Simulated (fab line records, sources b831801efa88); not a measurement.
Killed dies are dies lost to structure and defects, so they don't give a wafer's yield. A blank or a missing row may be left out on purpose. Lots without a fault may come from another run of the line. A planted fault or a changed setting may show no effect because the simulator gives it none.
Which tool did it? | flow gf180mcu | 6 lots, 18 wafers sampled, at 3 steps of a route of 602

WHAT THE GAUGES READ, wafer by wafer
GF_HV_LDD_TW_MEAS_50.
lot  | measured     | on            | HV_LDD_4_TW
L618 | day 15 01:31 | film_metro-03 | 512 510 509
L622 | day 16 11:38 | film_metro-04 | 561 561 562
L624 | day 17 00:11 | film_metro-04 | 563 559 564
L626 | day 17 19:23 | film_metro-01 | 565 565 567
L629 | day 18 17:26 | film_metro-03 | 568 567 569
L632 | day 19 13:55 | film_metro-01 | 565 563 565

WHICH TOOL RAN EACH LOT (tool, then ch and the chambers of the sampled wafers, then the start)
lot  | GF_VT_IMPLANT_STRIP_09               | GF_HV_LDD_IMPLANT_48
L618 | plasma_asher-03 ch 0,1, day 7 18:58  | implanter-03 ch 0, day 15 01:16
L622 | plasma_asher-03 ch 0,1, day 8 19:33  | implanter-02 ch 0, day 16 11:20
L624 | plasma_asher-03 ch 0,1, day 9 05:16  | implanter-02 ch 0, day 16 23:56
L626 | plasma_asher-02 ch 0,1, day 9 17:58  | implanter-02 ch 0, day 17 19:08
L629 | plasma_asher-03 ch 0,1, day 10 13:34 | implanter-02 ch 0, day 18 17:11
L632 | plasma_asher-01 ch 0,1, day 11 03:40 | implanter-03 ch 0, day 19 13:41
- GF_VT_IMPLANT_STRIP_09: strips in O2/N2.
- GF_HV_LDD_IMPLANT_48

THE ANSWER, worked out from the rows above alone
Rule: what is usual is taken from the lots themselves. Put in order of their means at a reading, lots are off if they are a third of the lots or fewer, leave a main group of 4 or more, and stand apart from it by a gap of 3 or more times the standard deviation of the main group's means; of several such gaps the widest counts. A main group whose means are all the same, to the digits that the tables above print for the reading, isn't used. A lot without any number at a reading at which 4 lots or more have one is off too. The other lots that the step has rows for count as sound.
Off: L618, at GF_HV_LDD_TW_MEAS_50 (HV_LDD_4_TW). The main group: mean 564, standard deviation 2.4.
A tool fits if, at a process step before that reading, it ran every lot that is off, and no sound lot after the first of them. The gauges at GF_HV_LDD_TW_MEAS_50 are tried like those tools. None of those tried fits.

WHAT THE SIMULATOR HAD PUT IN
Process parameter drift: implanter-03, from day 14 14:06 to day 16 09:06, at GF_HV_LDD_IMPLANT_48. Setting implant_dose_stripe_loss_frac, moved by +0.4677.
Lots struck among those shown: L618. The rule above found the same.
